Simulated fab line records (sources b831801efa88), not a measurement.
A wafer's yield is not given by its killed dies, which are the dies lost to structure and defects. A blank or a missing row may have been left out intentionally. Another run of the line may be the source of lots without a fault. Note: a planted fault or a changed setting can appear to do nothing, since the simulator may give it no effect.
Matching of chambers	flow gf180mcu	GF_V1_CMP_04 on cmp-02 has 4 sister chambers
The step polishes SiO2. 8 wafers are shown with their chamber, then 8 later ones without.

## WAFERS, EACH WITH ITS CHAMBER
wafer	chamber	motor_current_A (A)	edge_zone_pressure_frac
L866.2	2	10.3	1.008
L866.6	2	10.5	0.994
L881.5	3	12.8	0.991
L881.6	0	10.9	1.000
L882.1	1	11.8	1.000
L882.2	0	11.1	1.005
L882.3	3	12.3	1.001
L883.2	1	12.4	1.008

## WAFERS WITHOUT THEIR CHAMBER
wafer	motor_current_A (A)	edge_zone_pressure_frac
L883.5	11.9	0.994
L883.6	12.5	1.005
L887.2	12.3	1.010
L887.3	11.1	1.002
L887.5	10.3	1.005
L888.2	12.2	1.005
L888.3	12.5	0.995
L888.6	11.5	0.993

## EACH ONE'S CHAMBER
wafer	from the rows above	in truth
L883.5	can't be placed: 1 or 3 or 0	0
L883.6	can't be placed: 3 or 1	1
L887.2	can't be placed: 1 or 3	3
L887.3	0	0
L887.5	can't be placed: 2 or 0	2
L888.2	can't be placed: 1 or 3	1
L888.3	can't be placed: 3 or 1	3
L888.6	can't be placed: 0 or 1 or 3 or 2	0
Correctly placed: 1 of 8. From these rows, 7 cannot be placed; in 7 the true chamber is one of the candidates. Wrongly placed: 0.
How it was worked out, from the rows above alone: a wafer's distance from a chamber is the root of the sum, over the readings, of the square of ((its reading less the chamber's mean) divided by the reading's scatter). If the next closest chamber is less than 2 further off than the closest, the wafer can't be placed; otherwise it belongs to the closest. The mean given for a chamber averages the wafers shown for that chamber. The scatter is the square root of a quotient: the sum, over the shown wafers, of each reading's squared deviation from its chamber's mean, divided by wafers minus chambers.
